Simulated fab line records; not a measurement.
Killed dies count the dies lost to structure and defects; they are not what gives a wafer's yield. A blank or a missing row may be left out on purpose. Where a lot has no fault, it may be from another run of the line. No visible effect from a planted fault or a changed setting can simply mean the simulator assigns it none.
Matching of chambers | flow sky130 | SKY_FIELD_ISO_CMP_27 on cmp-02 has 4 sister chambers
The step polishes, stops on Si3N4, t overpolish 16 s, target thk 457.8 nm. 4 wafers are shown with their chamber, then 7 later ones without.

== WAFERS PAIRED WITH THEIR CHAMBERS ==
wafer  | chamber | motor_current_A (A)
L511.3 | 2       | 13.0
L512.6 | 0       | 10.7
L516.2 | 1       | 10.6
L516.3 | 3       | 10.5

== WAFERS MISSING THEIR CHAMBER ==
wafer  | motor_current_A (A)
L516.6 | 11.3
L518.2 | 10.6
L518.3 | 11.3
L518.5 | 10.5
L521.4 | 12.8
L521.5 | 11.0
L521.6 | 10.5

== WHICH CHAMBER EACH ONE RAN IN ==
wafer  | from the rows above          | in truth
L516.6 | can't be placed: 0 or 1 or 3 | 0
L518.2 | can't be placed: 1 or 0 or 3 | 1
L518.3 | can't be placed: 0 or 1 or 3 | 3
L518.5 | can't be placed: 3 or 1 or 0 | 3
L521.4 | 2                            | 2
L521.5 | can't be placed: 0 or 1 or 3 | 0
L521.6 | can't be placed: 3 or 1 or 0 | 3
Correctly placed: 1 of 7. Unplaceable from these rows: 6, with the true chamber sitting among the candidates in 6. 0 placed wrongly.
How it was worked out, from the rows above alone: a wafer's distance from a chamber is the root of the sum, over the readings, of the square of ((its reading less the chamber's mean) divided by the reading's scatter). If the next closest chamber is less than 2 further off than the closest, the wafer can't be placed; otherwise it belongs to the closest. The mean given for a chamber averages the wafers shown for that chamber. The scatter: with one shown wafer a chamber, the root of the mean of the squares of how far each hidden wafer lies from its nearest shown one.
